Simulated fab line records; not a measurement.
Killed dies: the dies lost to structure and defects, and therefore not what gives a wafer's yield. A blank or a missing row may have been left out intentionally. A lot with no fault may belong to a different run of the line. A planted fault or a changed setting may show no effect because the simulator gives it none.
A struck lot beside a sound one || flow sky130 || 43 out of 708 route steps
Sound: the wafers L614.1, L614.5, L614.6. Wafers struck: L613.1, L613.4, L613.5. The cause is named last.
Each step with rows lists, per side, the tool, then ch with its chambers, then its first start. Under that, the readings that differ: sound wafers || struck wafers || difference of the means || sigmas: that difference in standard deviations of wafers without a fault.
alike: words and numbers the same on both sides, and readings whose means are apart by under 2 such deviations; not compared: readings that were withheld, readings missing a value for some wafer, numbers with overlapping values and no deviation given by the record, and bounds like >300 which may hide the same value.
Wherever a step has rows on one side only, a row that says differs or no value, or a row with sigmas, the two part there. Numbers that have no deviation but don't overlap get no sigmas and don't part them. Lack of a reading on every wafer of one side parts them only where that side has two or more wafers.

first, 5 steps without rows for these wafers: SKY_FIELD_ISO_WET_ETCH_18 (etches Si3N4 in H3PO4, target depth 25 nm, time 286 s); SKY_FIELD_ISO_CLEAN_19 (cleans in SC1/SC2, time 150 s); SKY_FIELD_ISO_CLEAN_20 (cleans in dHF, time 20 s); SKY_FIELD_ISO_WET_ETCH_21 (etches SiO2 in dHF, target depth 20 nm, time 400 s); SKY_FIELD_ISO_OXIDATION_22 (stabilise 600 s, purge 300 s, target thk 10 nm).
SKY_FIELD_ISO_THK_MEAS_23:
  sound on film_metro-02, day 5 15:13; struck on film_metro-01, day 5 08:30
  alike: FIELD_ISO_OXIDATION_01_THK
then, 1 step without rows for these wafers: SKY_FIELD_ISO_CVD_24 (deposits SiO2, target thk 595 nm, time 99.2 s).
SKY_FIELD_ISO_THK_MEAS_25:
  sound on film_metro-01, day 5 15:20; struck on film_metro-02, day 5 08:38
  alike: FIELD_ISO_CVD_24_THK
then, 1 step without rows for these wafers: SKY_FIELD_ISO_ANNEAL_26 (time 1800 s).
SKY_FIELD_ISO_CMP_27: polishes, stops on Si3N4, t overpolish 16 s, target thk 457.8 nm.
  sound on cmp-02 ch 0,3, day 5 18:06; struck on cmp-01 ch 0,3, day 5 12:38
  alike: motor_current_A, overpolish_run_s, retaining_ring_pressure_frac, time_to_endpoint_s
then, 2 steps without rows for these wafers: SKY_FIELD_ISO_WET_ETCH_28 (etches SiO2 in dHF, target depth 23.7 nm, time 47 s); SKY_FIELD_ISO_WET_ETCH_29 (etches Si3N4 in H3PO4, target depth 160 nm, time 1825 s).
SKY_FIELD_ISO_WET_ETCH_30: etches SiO2 in dHF, target depth 25 nm, time 50 s.
  sound on wet_bench-01 ch 0, day 5 18:59; struck on wet_bench-04 ch 3, day 5 13:29
then, 2 steps without rows for these wafers: SKY_NWELL_CLEAN_00 (cleans in SC1/SC2, time 150 s); SKY_NWELL_OXIDATION_01 (stabilise 600 s, purge 300 s, target thk 10 nm).
SKY_NWELL_THK_MEAS_02:
  sound on film_metro-03, day 5 21:08; struck on film_metro-01, day 5 16:37
  alike: NWELL_OXIDATION_THK
then, 8 steps without rows for these wafers: SKY_DNWELL_DEHYDRATE_00 (time 60 s); SKY_DNWELL_HMDS_01 (prime time 60 s); SKY_DNWELL_COAT_02 (resist thk 3000 nm); SKY_DNWELL_SOFTBAKE_03; SKY_DNWELL_EXPOSE_04 (exposes mask DNM, target cd 3000 nm); SKY_DNWELL_PEB_05; SKY_DNWELL_DEVELOP_06 (develop time 60 s); SKY_DNWELL_IMPLANT_07.
SKY_DNWELL_STRIP_08: strips in O2/N2.
  sound on plasma_asher-04 ch 0,1, day 6 15:42; struck on plasma_asher-01 ch 0,1, day 6 10:53
  alike: drypump_motor_current_A, oes_product_au, strip_time_to_endpoint_s
  not compared: rf_hours_counter_h
SKY_DNWELL_TW_MEAS_09:
  sound on film_metro-04, day 6 15:48; struck on film_metro-04, day 6 10:59
  alike: DNWELL_TW
then, 7 steps without rows for these wafers: SKY_PWDE_DEHYDRATE_00 (time 60 s); SKY_PWDE_HMDS_01 (prime time 60 s); SKY_PWDE_COAT_02 (resist thk 3059 nm); SKY_PWDE_SOFTBAKE_03; SKY_PWDE_EXPOSE_04 (exposes mask PWDEM, target cd 840 nm); SKY_PWDE_PEB_05; SKY_PWDE_DEVELOP_06 (develop time 60 s).
SKY_PWDE_OVL_MEAS_07:
  sound on overlay-01, day 7 11:40; struck on overlay-01, day 7 06:21
  alike: PWDE_OVL
after that, 1 step had no rows for these wafers: SKY_PWDE_IMPLANT_08.
SKY_PWDE_STRIP_09: strips in O2/N2.
  sound on plasma_asher-02 ch 0,1, day 7 11:51; struck on plasma_asher-02 ch 0,1, day 7 06:32
  alike: drypump_motor_current_A, oes_product_au, strip_time_to_endpoint_s
  not compared: rf_hours_counter_h
SKY_PWDE_TW_MEAS_10:
  sound on film_metro-01, day 7 11:57; struck on film_metro-01, day 7 06:38
  alike: PWDE_TW
then, 5 steps without rows for these wafers: SKY_NWELL_DEHYDRATE_03 (time 60 s); SKY_NWELL_HMDS_04 (prime time 60 s); SKY_NWELL_COAT_05 (resist thk 3000 nm); SKY_NWELL_SOFTBAKE_06; SKY_NWELL_EXPOSE_07 (exposes mask NWM, target cd 840 nm).
-- the record jumps here: 42 days lie between the struck wafers' starts before and after (it left off in module NWELL and takes up again in module PAD_OPEN, whose first step shown is number 708 of the route) --
SKY_PAD_OPEN_PROBE_99:
  only the struck wafers here have rows in the record (prober-02, day 49 05:48); the sound ones have none

== WHERE THEY PART ==
Only at SKY_PAD_OPEN_PROBE_99, as far as this record shows.

WHY: whatever the simulator had introduced
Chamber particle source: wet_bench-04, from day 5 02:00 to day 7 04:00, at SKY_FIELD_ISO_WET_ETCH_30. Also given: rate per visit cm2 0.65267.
